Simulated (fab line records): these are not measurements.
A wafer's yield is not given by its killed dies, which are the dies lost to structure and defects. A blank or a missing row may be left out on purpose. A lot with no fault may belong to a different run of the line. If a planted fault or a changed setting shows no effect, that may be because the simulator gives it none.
What tool caused it? -- flow gf180mcu -- Sampling: 6 lots, 18 wafers, 4 of 602 route steps

== WHAT THE GAUGES READ, wafer by wafer ==
GF_PSD_RS_MEAS_14: the measuring method here is four-point-probe.
lot,measured,on,NSD_RS (ohm/sq)
L803,day 15 11:58,film_metro-02,46.22 46.11 46.16
L810,day 17 19:49,film_metro-03,43.80 43.75 43.78 43.73 43.71 43.70
L815,day 19 19:14,film_metro-01,46.01 46.07 46.11
L818,day 20 14:46,film_metro-02,46.02 45.99 46.00
L821,day 21 09:35,film_metro-03,46.08 46.07 46.12
L823,day 22 05:34,film_metro-03,46.04 46.05 46.01

== WHAT TOOL EACH LOT RAN ON (gives the tool, then ch and the chambers of the sampled wafers, and finally the start) ==
lot,GF_VT_IMPLANT_RTA_45,GF_HV_LDD_STRIP_10,GF_PSD_RTA_13
L803,"rtp_anneal-02 ch 0, day 8 09:40","plasma_asher-03 ch 0,1, day 11 03:01","rtp_anneal-02 ch 0, day 15 11:53"
L810,"rtp_anneal-01 ch 0, day 10 07:16","plasma_asher-04 ch 0,1, day 13 02:14","rtp_anneal-01 ch 0, day 17 19:44"
L815,"rtp_anneal-01 ch 0, day 12 01:31","plasma_asher-03 ch 0,1, day 14 20:01","rtp_anneal-02 ch 0, day 19 19:09"
L818,"rtp_anneal-01 ch 0, day 12 16:29","plasma_asher-01 ch 0,1, day 15 15:04","rtp_anneal-01 ch 0, day 20 14:40"
L821,"rtp_anneal-01 ch 0, day 13 07:25","plasma_asher-03 ch 0,1, day 16 06:16","rtp_anneal-01 ch 0, day 21 09:29"
L823,"rtp_anneal-02 ch 0, day 13 22:32","plasma_asher-04 ch 0,1, day 17 01:19","rtp_anneal-01 ch 0, day 22 05:29"
- GF_VT_IMPLANT_RTA_45: time 30 s.
- GF_HV_LDD_STRIP_10: strips in O2/N2.
- GF_PSD_RTA_13: time 20 s.

== THE ANSWER, worked out from the rows above alone ==
Rule: the lots themselves supply what counts as usual. The widest of any qualifying gaps counts: lots, ordered by their means at a reading, are off when they make up no more than a third of the lots, leave a main group of 4 or more, and stand apart from it by 3 or more times the standard deviation of that group's means. If all means in a main group match to the digits the tables above print for the reading, that group is not used. A lot without any number at a reading at which 4 lots or more have one is off too. Any other lot the step has rows for is counted as sound.
Off: L810, seen at GF_PSD_RS_MEAS_14 (NSD_RS). Mean 46.07 ohm/sq and standard deviation 0.055 in the main group.
If a tool, at a process step before that reading, ran all the lots that are off and no sound lot after the first of them, it fits. Those tools and the gauges at GF_PSD_RS_MEAS_14 are tried in the same way. None of those tried fits.

== WHAT THE SIMULATOR HAD PUT IN ==
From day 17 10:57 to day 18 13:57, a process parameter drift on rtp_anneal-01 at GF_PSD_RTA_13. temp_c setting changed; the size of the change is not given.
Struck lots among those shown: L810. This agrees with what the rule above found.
